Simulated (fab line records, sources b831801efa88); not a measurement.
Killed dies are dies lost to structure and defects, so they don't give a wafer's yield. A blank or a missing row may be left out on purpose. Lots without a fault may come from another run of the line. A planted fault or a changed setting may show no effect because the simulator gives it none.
A struck lot beside a sound one | flow sfq_line | 14 steps out of a route of 325
Sound: wafers L725.3, L725.4, L725.6. Struck: wafer L738.3. (L738.5 of the same lot was not struck and is left out.) The cause comes at the end.
At each step with rows: each side's tool, then ch and its chambers, then its first start. Under that, the readings that differ: sound wafers | struck wafers | difference of the means | sigmas: that difference in standard deviations of wafers without a fault.
alike: readings whose means differ by less than 2 such deviations, and words and numbers that are the same on both sides. not compared: withheld readings, readings that some wafer has no value for, bounds like >300 that may hide the same value, and numbers for which the record gives no deviation and whose values overlap.
The two part at a step that has a row with sigmas, a row that says differs or no value, or rows on one side only. Numbers that don't overlap but have no deviation are shown without sigmas and don't part them. A reading that every wafer of one side lacks parts them only if that side has two wafers or more.

first, 1 step without rows for these wafers: SFQ_TRILAYER_M3_STRIP_SOLV_CLEAN_080 (cleans in NMP, time 600 s).
SFQ_TRILAYER_I3_DEP_PECVD_081: deposits SiO2 from SiH4/N2O, time 111.11 s, target thk 500 nm.
  sound on pecvd-01 ch 0,1,2, day 40 22:11; struck on pecvd-03 ch 2, day 43 17:11
  alike: chamber_pressure_Torr, heater_power_outer_w, heater_power_w, showerhead_vpp_V, susceptor_temp_C, throttle_valve_pct
SFQ_TRILAYER_I3_CMP_CMP_082: polishes SiO2.
  sound on cmp-02 ch 0,2,3, day 41 05:58; struck on cmp-02 ch 3, day 44 06:16
  alike: motor_current_A, time_to_endpoint_s
SFQ_I3_BOW_MEAS_922:
  sound on film_metro-01, day 41 08:01; struck on film_metro-03, day 44 07:48
  alike: I3_BOW
SFQ_TRILAYER_I3_METRO_MEASURE_083:
  sound on film_metro-01, day 41 08:29; struck on film_metro-03, day 44 08:17
  alike: thk_nm
then, 6 steps without rows for these wafers: SFQ_TRILAYER_I3_VIA_LITHO_COAT_090 (resist thk 62 nm); SFQ_TRILAYER_I3_VIA_LITHO_COAT_085 (resist thk 650 nm); SFQ_TRILAYER_I3_VIA_LITHO_SOFTBAKE_089; SFQ_TRILAYER_I3_VIA_LITHO_EXPOSE_086 (exposes mask I3, target cd 500 nm); SFQ_TRILAYER_I3_VIA_LITHO_PEB_088 (peb time 60 s); SFQ_TRILAYER_I3_VIA_LITHO_DEVELOP_087 (time 60 s).
SFQ_I3_OVL_MEAS_923:
  sound on overlay-01, day 41 11:34; struck on overlay-01, day 45 02:58
  alike: I3_OVL
SFQ_TRILAYER_I3_VIA_BARC_OPEN_VIA_ETCH_121: etches BARC in O2, target depth 125 nm, time 41.7 s.
  sound on rie_diel-03 ch 1,2,3, day 41 11:35; struck on rie_diel-03 ch 1, day 45 02:59
  reading               | sound             | struck | difference | sigmas
  oes_product_au (a.u.) | 0.688 0.687 0.685 | 0.670  | -0.017     | -4
  run_length_s (s)      | 70.8 70.5 70.5    | 72.3   | +1.7       | +3
  alike: chamber_pressure_mTorr, drypump_motor_current_A
  not compared: rf_hours_counter_h
SFQ_TRILAYER_I3_VIA_ETCH_VIA_ETCH_088: etches SiO2 in CHF3, stops on Nb, target depth 260 nm.
  sound on rie_diel-03 ch 1,2,3, day 41 11:37; struck on rie_diel-03 ch 1, day 45 03:02
  alike: chamber_pressure_mTorr, drypump_motor_current_A, oes_product_au

WHERE THEY PART
Only at SFQ_TRILAYER_I3_VIA_BARC_OPEN_VIA_ETCH_121, within this record. Later steps at which nothing parts them and some readings are alike: SFQ_TRILAYER_I3_VIA_ETCH_VIA_ETCH_088.

WHY: what the simulator had put in
Process parameter drift: rie_diel-03, from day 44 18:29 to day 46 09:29, at SFQ_TRILAYER_I3_VIA_BARC_OPEN_VIA_ETCH_121. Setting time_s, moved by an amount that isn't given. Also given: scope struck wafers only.
